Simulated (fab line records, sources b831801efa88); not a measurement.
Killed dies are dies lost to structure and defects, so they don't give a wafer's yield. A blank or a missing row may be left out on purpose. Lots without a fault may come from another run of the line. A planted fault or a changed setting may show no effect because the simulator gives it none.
fab line records | flow sfq_line
record lots=14 wafers=42 last_day=91
route steps=325 shown R5@213
lots that met no fault: from a run of the same line without faults
start_h: hours from the record's first day to the start of the lot's first wafer shown | wait_h: hours since the lot's step before | " the same as in the row above | L1.1+2: a row that stands for several wafers | - no value, or no start given | * or withheld: withheld | < > ~ a bound
route shown NAME@n: a module of which the file shows steps, and the number in the route of the first | usual: mean/standard deviation of fault-free wafers | same: alike in all rows | chamber/n: place in a boat | sites: the reading at each site | _std_site: their standard deviation | _edge_site: outer sites' mean less inner sites' | radius_mm: how far each site lies from the wafer's centre | mask NAME#n: copy n | behind: the tool/chamber that last shaped the wafer | hold: why the lot was held/for how many hours/how that ended | device: the transistor (n, p or np) that didn't switch | end of line: the same wafers' tests at the end of the route | a step without rows: its recipe alone | killed: dies lost to structure and defects at the first sort, not the wafer's yield | map: a wafer's dies, x killed, . not, _ none there
set.NAME: the setting as run; set.NAME@STEP: as run at that earlier step | model.NAME: the simulator's own value behind a step, which no gauge read
steps of the route over a sample of lots; a table a step, a row a wafer
services: from which hour (start_h, from the record's first day; less than 0 if before it) a tool's chamber was out of use, for how many hours, and why
## steps
# step SFQ_TRILAYER_R5_DEP_SPUTTER_133
# recipe material=MoNx base_pressure_pa=1.33e-06 target_thk_nm=40 power_w=1000 time_s=66.7 chamber_pressure_pa=0.4
# usual throttle_valve_pct=29.4/1.1
# columns lot.wafer tool chamber start_h wait_h throttle_valve_pct
L248.3 pvd_sputter-03 - 1328.05 0.0 29.1
L248.4 " - " " 28.6
L248.5 " - " " 29.9
L250.1 pvd_sputter-05 - 1365.36 0.0 27.9
L250.4 " - " " 32.9
L250.6 " - " " 32.8
L251.1 pvd_sputter-03 - 1368.96 0.0 29.9
L251.4 " - " " 29.6
L251.6 " - " " 29.7
L252.2 pvd_sputter-05 - 1385.76 0.0 30.2
L252.3 " - " " 29.6
L252.5 " - " " 29.6
L253.2 pvd_sputter-05 - 1395.59 0.0 27.5
L253.3 " - " " 29.4
L253.4 " - " " 30.1
L258.1 pvd_sputter-03 - 1432.76 0.0 29.8
L258.2 " - " " 29.3
L258.5 " - " " 28.8
L259.3 pvd_sputter-04 - 1441.51 0.0 30.0
L259.5 " - " " 28.9
L259.6 " - " " 29.8
L260.1 pvd_sputter-03 - 1443.48 0.0 29.8
L260.2 " - " " 28.7
L260.4 " - " " 29.0
L261.1 pvd_sputter-03 - 1461.05 0.0 28.7
L261.3 " - " " 29.8
L261.4 " - " " 29.6
L265.2 pvd_sputter-04 - 1488.26 0.0 29.6
L265.5 " - " " 30.0
L265.6 " - " " 27.8
L266.2 pvd_sputter-04 - 1638.15 0.0 27.7
L266.3 " - " " 30.0
L266.5 " - " " 29.4
L267.2 pvd_sputter-03 - 1645.80 0.0 28.5
L267.3 " - " " 29.7
L267.6 " - " " 28.7
L268.1 pvd_sputter-05 - 1656.16 0.0 27.5
L268.2 " - " " 29.6
L268.6 " - " " 29.4
L269.1 pvd_sputter-03 - 1673.23 0.0 29.5
L269.2 " - " " 28.6
L269.4 " - " " 30.1
# step SFQ_R5_RS_MEAS_933
# recipe thk_meas_gauge=four-point-probe reads=Ti_of_TRILAYER_R5_DEP_SPUTTER_134+MoNx_of_TRILAYER_R5_DEP_SPUTTER_133+Ti_of_TRILAYER_R5_DEP_SPUTTER_132
# usual R5_MONX_RS=7.03/0.072
# columns lot.wafer tool chamber start_h wait_h R5_MONX_RS[ohm/sq]
L248.3 film_metro-04 - 1328.16 0.0 7.09
L248.4 " - " " 7.06
L248.5 " - " " 7.14
L250.1 film_metro-01 - 1365.43 0.0 6.98
L250.4 " - " " 7.03
L250.6 " - " " 6.98
L251.1 film_metro-01 - 1369.03 0.0 7.01
L251.4 " - " " 6.94
L251.6 " - " " 6.96
L252.2 film_metro-01 - 1385.85 0.0 6.92
L252.3 " - " " 6.83
L252.5 " - " " 6.81
L253.2 film_metro-04 - 1395.68 0.0 6.99
L253.3 " - " " 6.99
L253.4 " - " " 7.03
L258.1 film_metro-03 - 1432.83 0.0 7.03
L258.2 " - " " 7.04
L258.5 " - " " 7.05
L259.3 film_metro-01 - 1441.63 0.0 6.99
L259.5 " - " " 7.01
L259.6 " - " " 7.01
L260.1 film_metro-03 - 1443.55 0.0 15.26
L260.2 " - " " 7.07
L260.4 " - " " 15.64
L261.1 film_metro-04 - 1461.12 0.0 15.55
L261.3 " - " " 7.14
L261.4 " - " " 15.71
L265.2 film_metro-01 - 1488.35 0.0 7.03
L265.5 " - " " 7.07
L265.6 " - " " 7.05
L266.2 film_metro-03 - 1638.24 0.0 7.13
L266.3 " - " " 7.23
L266.5 " - " " 7.18
L267.2 film_metro-04 - 1645.89 0.0 7.00
L267.3 " - " " 7.00
L267.6 " - " " 7.00
L268.1 film_metro-04 - 1656.24 0.0 7.02
L268.2 " - " " 6.93
L268.6 " - " " 6.93
L269.1 film_metro-03 - 1673.30 0.0 7.00
L269.2 " - " " 7.01
L269.4 " - " " 7.02
# step SFQ_R5_THK_MEAS_934
# recipe thk_meas_gauge=xrf reads=MoNx_of_TRILAYER_R5_DEP_SPUTTER_133
# usual R5_MONX_THK=39.8/0.49
# columns lot.wafer tool chamber start_h wait_h R5_MONX_THK[nm]
L248.3 film_metro-04 - 1328.26 0.1 39.6
L248.4 " - " " 39.7
L248.5 " - " " 39.4
L250.1 film_metro-01 - 1365.55 0.1 39.8
L250.4 " - " " 39.7
L250.6 " - " " 40.1
L251.1 film_metro-01 - 1369.15 0.1 40.0
L251.4 " - " " 40.2
L251.6 " - " " 40.3
L252.2 film_metro-01 - 1385.96 0.1 40.7
L252.3 " - " " 41.1
L252.5 " - " " 41.2
L253.2 film_metro-04 - 1395.79 0.1 39.8
L253.3 " - " " 40.1
L253.4 " - " " 39.5
L258.1 film_metro-03 - 1432.95 0.1 39.6
L258.2 " - " " 39.5
L258.5 " - " " 39.7
L259.3 film_metro-01 - 1441.73 0.1 40.0
L259.5 " - " " 39.8
L259.6 " - " " 39.7
L260.1 film_metro-03 - 1443.67 0.1 17.0
L260.2 " - " " 39.4
L260.4 " - " " 16.7
L261.1 film_metro-04 - 1461.24 0.1 16.5
L261.3 " - " " 38.9
L261.4 " - " " 16.3
L265.2 film_metro-01 - 1488.46 0.1 40.0
L265.5 " - " " 39.8
L265.6 " - " " 39.9
L266.2 film_metro-03 - 1638.35 0.1 38.9
L266.3 " - " " 38.5
L266.5 " - " " 38.7
L267.2 film_metro-04 - 1646.00 0.1 40.0
L267.3 " - " " 40.0
L267.6 " - " " 40.4
L268.1 film_metro-04 - 1656.36 0.1 39.9
L268.2 " - " " 40.6
L268.6 " - " " 40.1
L269.1 film_metro-03 - 1673.42 0.1 40.1
L269.2 " - " " 39.9
L269.4 " - " " 40.0
## services
# columns tool chamber start_h hours kind
pvd_sputter-05 - 1313.84 17.3 repair
pvd_sputter-03 1 1355.66 - consumable_replace:kit
pvd_sputter-03 1 1355.66 18.0 scheduled_down
pvd_sputter-03 1 1355.66 18.0 vent_cycle
pvd_sputter-04 - 1366.06 4.0 repair
pvd_sputter-03 - 1403.37 6.2 repair
pvd_sputter-05 2 1439.35 - consumable_replace:kit
pvd_sputter-05 2 1439.35 18.0 scheduled_down
pvd_sputter-05 2 1439.35 18.0 vent_cycle
pvd_sputter-04 - 1493.51 3.1 repair
pvd_sputter-05 - 1525.10 1.3 repair
pvd_sputter-05 - 1528.98 5.1 repair
pvd_sputter-04 - 1583.60 22.4 repair
## key
first_sign step=SFQ_R5_RS_MEAS_933 reading=R5_MONX_RS direction=up sigmas=99+ usual=7.03 struck=15.54
effect step=SFQ_R5_THK_MEAS_934 reading=R5_MONX_THK direction=down sigmas=48 usual=39.8 struck=16.6
met_at SFQ_TRILAYER_R5_DEP_SPUTTER_133
struck_lots L260,L261
struck_wafers L260.1,L260.4,L261.1,L261.4
onset_between 1432.76 1443.48
fault kind=process_parameter_drift tool=pvd_sputter-03 chamber=- onset_h=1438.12 steps=SFQ_TRILAYER_R5_DEP_SPUTTER_133 channel=target_thk_nm offset=-22.85 shape=step end_h=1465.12 scope=struck_wafers_only acts_in=these_recipes_only stated=40
